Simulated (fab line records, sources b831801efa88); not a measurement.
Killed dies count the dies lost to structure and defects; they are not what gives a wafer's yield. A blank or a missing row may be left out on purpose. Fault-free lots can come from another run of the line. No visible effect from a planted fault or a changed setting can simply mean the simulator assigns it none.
The tool behind it: which one? || flow sky130 || 14 lots, 42 wafers sampled, at 1 step of a route of 708

WHAT THE GAUGES READ, wafer by wafer
SKY_LDD_HVP_OVL_MEAS_07. Usual: LDD_HVP_OVL typically reads -0.2 nm, with standard deviation 1.6.
{"lot": "L468", "measured": "day 22 05:14", "on": "overlay-02", "LDD_HVP_OVL (nm)": "0.7 2.1 3.1", "flag": ""}
{"lot": "L469", "measured": "day 22 17:38", "on": "overlay-02", "LDD_HVP_OVL (nm)": "2.3 0.4 -0.4", "flag": ""}
{"lot": "L470", "measured": "day 23 02:08", "on": "overlay-01", "LDD_HVP_OVL (nm)": "-1.6 -0.8 -1.2", "flag": ""}
{"lot": "L471", "measured": "day 23 03:04", "on": "overlay-01", "LDD_HVP_OVL (nm)": "-2.5 -1.3 -1.7", "flag": ""}
{"lot": "L474", "measured": "day 24 09:32", "on": "overlay-02", "LDD_HVP_OVL (nm)": "0.9 4.6 1.6", "flag": ""}
{"lot": "L475", "measured": "day 24 09:55", "on": "overlay-01", "LDD_HVP_OVL (nm)": "0.1 0.1 0.3", "flag": ""}
{"lot": "L476", "measured": "day 24 14:58", "on": "overlay-02", "LDD_HVP_OVL (nm)": "-0.1 0.7 -0.5", "flag": ""}
{"lot": "L477", "measured": "day 25 05:25", "on": "overlay-02", "LDD_HVP_OVL (nm)": "-0.4 0.6 1.2", "flag": ""}
{"lot": "L478", "measured": "day 25 11:59", "on": "overlay-01", "LDD_HVP_OVL (nm)": "-1.8 -1.5 0.2", "flag": ""}
{"lot": "L479", "measured": "day 26 00:31", "on": "overlay-01", "LDD_HVP_OVL (nm)": "0.8 0.5 2.0", "flag": ""}
{"lot": "L480", "measured": "day 26 08:28", "on": "overlay-01", "LDD_HVP_OVL (nm)": "-0.1 -2.1 -0.2", "flag": ""}
{"lot": "L483", "measured": "day 27 06:04", "on": "overlay-01", "LDD_HVP_OVL (nm)": "0.2 0.1 0.8", "flag": ""}
{"lot": "L486", "measured": "day 28 17:26", "on": "overlay-01", "LDD_HVP_OVL (nm)": "2.2 0.2 -0.5", "flag": ""}
{"lot": "L487", "measured": "day 28 19:04", "on": "overlay-01", "LDD_HVP_OVL (nm)": "0.2 0.1 -1.7", "flag": ""}

WHICH TOOL RAN EACH LOT (tool, then ch and the chambers of the sampled wafers, then the start)
Record: no process step prior to these readings.

AS READ BY THE TOOLS THEMSELVES (means over the sampled wafers that have a number; for cases with no such wafer, the mark the record gives instead)
The record holds no such reading with a usual standard deviation.

THE ANSWER, worked out from the rows above alone
Rule: take the mean of a lot's wafers that have a number; if it is more than 3 standard deviations from the usual mean, the lot is off. A lot without any number at a reading at which 4 lots or more have one is off too. Where the step has rows for the other lots, those lots are counted as sound. After the gauges, taken in route order, come the tools' own readings; for these a lot's mean is taken, as printed above. The first step at which some lot is off is used, and at that step the reading that is off furthest; a lot without a number counts as furthest.
No lot is off on any of the readings shown, so nothing can be concluded from this.

WHAT WAS PUT IN BY THE SIMULATOR
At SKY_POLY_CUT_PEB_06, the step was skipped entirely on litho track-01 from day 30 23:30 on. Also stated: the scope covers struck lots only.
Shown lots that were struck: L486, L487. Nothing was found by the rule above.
